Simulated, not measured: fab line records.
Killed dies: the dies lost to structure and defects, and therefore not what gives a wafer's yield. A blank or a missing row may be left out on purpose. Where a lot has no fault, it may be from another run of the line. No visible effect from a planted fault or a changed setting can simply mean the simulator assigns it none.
Which tool is to blame? / flow gf180mcu / 18 wafers from 6 lots sampled at 3 of the route's 602 steps

WHAT THE GAUGES READ, wafer by wafer
GF_POLY_GATE_CD_MEAS_10 targets a cd of 280 nm.
lot=L206; measured=day 9 16:24; on=cd_sem-01; cd_nm (nm)=281.9 281.6 281.4
lot=L208; measured=day 10 16:27; on=cd_sem-02; cd_nm (nm)=280.4 280.0 280.5
lot=L217; measured=day 13 03:42; on=cd_sem-02; cd_nm (nm)=281.0 280.2 280.6
lot=L219; measured=day 13 15:06; on=cd_sem-02; cd_nm (nm)=280.2 280.2 282.0
lot=L223; measured=day 14 19:45; on=cd_sem-02; cd_nm (nm)=281.7 282.0 283.4
lot=L225; measured=day 15 13:38; on=cd_sem-02; cd_nm (nm)=281.9 281.7 281.5

EACH LOT AND THE TOOL THAT RAN IT (in order: tool; ch and the chambers of the sampled wafers; start)
lot=L206; GF_DUAL_GATE_COAT_06=litho_track-03 ch 0, day 8 11:44; GF_DUAL_GATE_STRIP_13=plasma_asher-02 ch 0,1, day 8 20:23
lot=L208; GF_DUAL_GATE_COAT_06=litho_track-03 ch 0, day 9 08:38; GF_DUAL_GATE_STRIP_13=plasma_asher-02 ch 0,1, day 9 16:51
lot=L217; GF_DUAL_GATE_COAT_06=litho_track-01 ch 0, day 11 16:41; GF_DUAL_GATE_STRIP_13=plasma_asher-01 ch 0,1, day 12 02:43
lot=L219; GF_DUAL_GATE_COAT_06=litho_track-03 ch 0, day 12 06:14; GF_DUAL_GATE_STRIP_13=plasma_asher-02 ch 0,1, day 12 15:38
lot=L223; GF_DUAL_GATE_COAT_06=litho_track-01 ch 0, day 13 08:38; GF_DUAL_GATE_STRIP_13=plasma_asher-01 ch 0,1, day 13 19:40
lot=L225; GF_DUAL_GATE_COAT_06=litho_track-03 ch 0, day 14 02:05; GF_DUAL_GATE_STRIP_13=plasma_asher-03 ch 1, day 14 12:54
- GF_DUAL_GATE_COAT_06: resist thk 1000 nm.
- GF_DUAL_GATE_STRIP_13: strips in O2/N2.

THE ANSWER, worked out from the rows above alone
Rule: what is usual is taken from the lots themselves. Put in order of their means at a reading, lots are off if they are a third of the lots or fewer, leave a main group of 4 or more, and stand apart from it by a gap of 3 or more times the standard deviation of the main group's means; of several such gaps the widest counts. A main group is skipped when, at the precision printed for the reading in the tables above, its means are all equal. A lot without any number at a reading at which 4 lots or more have one is off too. Where the step has rows for the other lots, those lots are counted as sound.
Across all readings shown, no lot is off: no conclusion can be drawn from this.

WHAT WAS PUT IN BY THE SIMULATOR
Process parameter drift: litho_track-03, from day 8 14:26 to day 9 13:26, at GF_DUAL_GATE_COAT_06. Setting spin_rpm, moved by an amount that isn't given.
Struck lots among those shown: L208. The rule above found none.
